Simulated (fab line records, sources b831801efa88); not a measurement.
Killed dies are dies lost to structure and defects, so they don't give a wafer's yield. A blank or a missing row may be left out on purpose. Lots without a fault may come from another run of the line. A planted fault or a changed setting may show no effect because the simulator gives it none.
Which tool did it? | flow sky130 | 6 lots, 18 wafers sampled, at 3 steps of a route of 708

WHAT THE GAUGES READ, wafer by wafer
SKY_POLY_GATE_THK_MEAS_21.
lot  | measured     | on            | POLY_GATE_OXIDATION_THK (nm)
L463 | day 17 05:17 | film_metro-02 | 3.96 3.98 4.05
L466 | day 18 06:30 | film_metro-04 | 4.05 4.11 4.04
L468 | day 19 04:32 | film_metro-04 | 3.95 4.01 4.10
L470 | day 19 18:02 | film_metro-02 | 4.05 4.04 4.05
L476 | day 21 23:12 | film_metro-04 | 3.85 3.85 3.91
L482 | day 23 22:29 | film_metro-04 | 6.40 6.36 6.33

WHICH TOOL RAN EACH LOT (tool, then ch and the chambers of the sampled wafers, then the start)
lot  | SKY_FIELD_ISO_STRIP_16              | SKY_POLY_GATE_OXIDATION_20
L463 | plasma_asher-02 ch 0,1, day 2 14:42 | furnace-02 ch 0, day 17 04:02
L466 | plasma_asher-03 ch 0,1, day 3 06:46 | furnace-01 ch 0, day 18 05:14
L468 | plasma_asher-04 ch 0,1, day 3 17:55 | furnace-01 ch 0, day 19 03:16
L470 | plasma_asher-02 ch 0,1, day 4 03:44 | furnace-01 ch 0, day 19 16:47
L476 | plasma_asher-02 ch 0,1, day 5 12:58 | furnace-02 ch 0, day 21 21:56
L482 | plasma_asher-03 ch 1, day 6 18:23   | furnace-01 ch 0, day 23 21:13
- SKY_FIELD_ISO_STRIP_16: strips in O2/N2.
- SKY_POLY_GATE_OXIDATION_20: stabilise 600 s, purge 300 s, target thk 4 nm.

THE ANSWER, worked out from the rows above alone
Rule: what is usual is taken from the lots themselves. Put in order of their means at a reading, lots are off if they are a third of the lots or fewer, leave a main group of 4 or more, and stand apart from it by a gap of 3 or more times the standard deviation of the main group's means; of several such gaps the widest counts. A main group whose means are all the same, to the digits that the tables above print for the reading, isn't used. A lot without any number at a reading at which 4 lots or more have one is off too. The other lots that the step has rows for count as sound.
Off: L482, at SKY_POLY_GATE_THK_MEAS_21 (POLY_GATE_OXIDATION_THK). The main group: mean 4.00 nm, standard deviation 0.069.
A tool fits if, at a process step before that reading, it ran every lot that is off, and no sound lot after the first of them. The gauges at SKY_POLY_GATE_THK_MEAS_21 are tried like those tools. Can't be told from this: 3 tools fit, plasma_asher-03 at SKY_FIELD_ISO_STRIP_16, furnace-01 at SKY_POLY_GATE_OXIDATION_20, film_metro-04 at SKY_POLY_GATE_THK_MEAS_21.

WHAT THE SIMULATOR HAD PUT IN
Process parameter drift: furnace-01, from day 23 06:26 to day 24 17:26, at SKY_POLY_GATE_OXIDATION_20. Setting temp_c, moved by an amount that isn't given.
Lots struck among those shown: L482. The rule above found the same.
